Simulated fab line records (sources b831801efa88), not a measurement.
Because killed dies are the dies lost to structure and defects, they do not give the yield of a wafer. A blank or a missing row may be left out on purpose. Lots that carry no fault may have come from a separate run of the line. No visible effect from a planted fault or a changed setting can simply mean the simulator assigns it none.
A struck lot beside a sound one    flow sfq line    25 out of 325 route steps
Sound: the wafers L206.4, L206.5, L206.6. Struck: wafer L199.3. (L199.6 of the same lot was not struck and is left out.) The cause comes at the end.
Per side, at each step with rows, come the tool, then ch with its chambers, and then its first start. Under that, the readings that differ: sound wafers    struck wafers    difference of the means    sigmas: that difference in standard deviations of wafers without a fault.
alike: words and numbers the same on both sides, and readings whose means are apart by under 2 such deviations; not compared: readings that were withheld, readings missing a value for some wafer, numbers with overlapping values and no deviation given by the record, and bounds like >300 which may hide the same value.
Wherever a step has rows on one side only, a row that says differs or no value, or a row with sigmas, the two part there. Non-overlapping numbers with no deviation appear without sigmas and do not part them. Lack of a reading on every wafer of one side parts them only where that side has two or more wafers.

first, 6 steps without rows for these wafers: SFQ_TRILAYER_M7_LITHO_COAT_182 (resist thk 62 nm); SFQ_TRILAYER_M7_LITHO_COAT_177 (resist thk 600 nm); SFQ_TRILAYER_M7_LITHO_SOFTBAKE_181; SFQ_TRILAYER_M7_LITHO_EXPOSE_178 (exposes mask M7, target cd 500 nm); SFQ_TRILAYER_M7_LITHO_PEB_180 (peb time 60 s); SFQ_TRILAYER_M7_LITHO_DEVELOP_179 (time 60 s).
SFQ_M7_OVL_MEAS_945:
  struck on overlay-01, day 68 21:48; sound on overlay-01, day 75 02:22
  alike: M7_OVL
SFQ_TRILAYER_M7_BARC_OPEN_METAL_ETCH_229: etches BARC in O2, target depth 125 nm, time 41.7 s.
  sound on rie metal-02 ch 0,1, day 75 02:24; struck on rie metal-03 ch 1, day 68 21:51
  alike: drypump motor current A, oes product au
  not compared: rf hours counter h
SFQ_TRILAYER_M7_ETCH_METAL_ETCH_180: etches Nb in Cl2/Ar, stops on SiO2, target depth 240 nm, time 120 s.
  sound on rie metal-02 ch 0,1, day 75 02:29; struck on rie metal-03 ch 1, day 68 21:56
  alike: drypump motor current A, oes product au
  not compared: rf hours counter h
then, 2 steps without rows for these wafers: SFQ_TRILAYER_M7_STRIP_STRIP_181 (strips in O2); SFQ_TRILAYER_M7_STRIP_SOLV_CLEAN_182 (cleans in NMP, time 600 s).
SFQ_TRILAYER_I7_DEP_PECVD_183: deposits SiO2 from SiH4/N2O, time 111.11 s, target thk 500 nm.
  sound on pecvd-02 ch 0,1,2, day 75 03:23; struck on pecvd-01 ch 1, day 68 22:47
  alike: heater power outer w, heater power w, throttle valve pct
SFQ_TRILAYER_I7_CMP_CMP_184: polishes SiO2.
  sound on cmp-02 ch 0,3, day 75 09:46; struck on cmp-01 ch 1, day 69 06:49
reading                                              sound              struck  difference  sigmas
model.SiO2_of_TRILAYER_I7_DEP_PECVD_183.thk nm (nm)  200.1 199.5 199.4  220.7   +21.0       
  alike: head pressure psi, motor current A, time to endpoint s
SFQ_I7_BOW_MEAS_946:
  struck on film metro-02, day 69 11:11; sound on film metro-03, day 75 12:20
  not compared: I7_BOW
SFQ_TRILAYER_I7_METRO_MEASURE_185:
  struck on film metro-02, day 69 15:44; sound on film metro-03, day 75 12:59
reading      sound              struck  difference  sigmas
thk nm (nm)  200.0 199.3 199.3  220.6   +21.1       +24
then, 6 steps without rows for these wafers: SFQ_TRILAYER_I7_VIA_LITHO_COAT_192 (resist thk 62 nm); SFQ_TRILAYER_I7_VIA_LITHO_COAT_187 (resist thk 650 nm); SFQ_TRILAYER_I7_VIA_LITHO_SOFTBAKE_191; SFQ_TRILAYER_I7_VIA_LITHO_EXPOSE_188 (exposes mask I7, target cd 1000 nm); SFQ_TRILAYER_I7_VIA_LITHO_PEB_190 (peb time 60 s); SFQ_TRILAYER_I7_VIA_LITHO_DEVELOP_189 (time 60 s).
-- the record jumps here: 3 days lie between the struck wafers' starts before and after --
SFQ_I7_OVL_MEAS_947:
  struck on overlay-01, day 72 10:20; sound on overlay-02, day 78 09:43
  alike: I7_OVL
SFQ_TRILAYER_I7_VIA_BARC_OPEN_VIA_ETCH_260: etches BARC in O2, target depth 125 nm, time 41.7 s.
  sound on rie diel-02 ch 1,2, day 78 09:44; struck on rie diel-03 ch 2, day 72 10:21
  alike: drypump motor current A, oes product au
  not compared: rf hours counter h
SFQ_TRILAYER_I7_VIA_ETCH_VIA_ETCH_190: etches SiO2 in CHF3, stops on Nb, target depth 260 nm.
  sound on rie diel-02 ch 1,2, day 78 09:47; struck on rie diel-03 ch 2, day 72 10:23
reading                         sound              struck  difference  sigmas
oes product au (a.u.)           0.857 0.853 0.855  0.901   +0.046      +9
model.I7.feature depth nm (nm)  200.1 199.5 199.4  220.7   +21.0       
model.etch.depth nm (nm)        200.1 199.5 199.4  220.7   +21.0       
  alike: drypump motor current A
SFQ_TRILAYER_I7_VIA_STRIP_STRIP_191: strips in O2.
  sound on rie metal-01 ch 0,1, day 78 10:05; struck on rie metal-03 ch 0, day 72 10:43
  alike: drypump motor current A, oes product au
  not compared: rf hours counter h

== WHERE THEY PART ==
At SFQ_TRILAYER_I7_METRO_MEASURE_185 first; at SFQ_TRILAYER_I7_VIA_ETCH_VIA_ETCH_190 last (within this record only). Later steps at which nothing parts them and some readings are alike: SFQ_TRILAYER_I7_VIA_STRIP_STRIP_191.

WHY: whatever the simulator had introduced
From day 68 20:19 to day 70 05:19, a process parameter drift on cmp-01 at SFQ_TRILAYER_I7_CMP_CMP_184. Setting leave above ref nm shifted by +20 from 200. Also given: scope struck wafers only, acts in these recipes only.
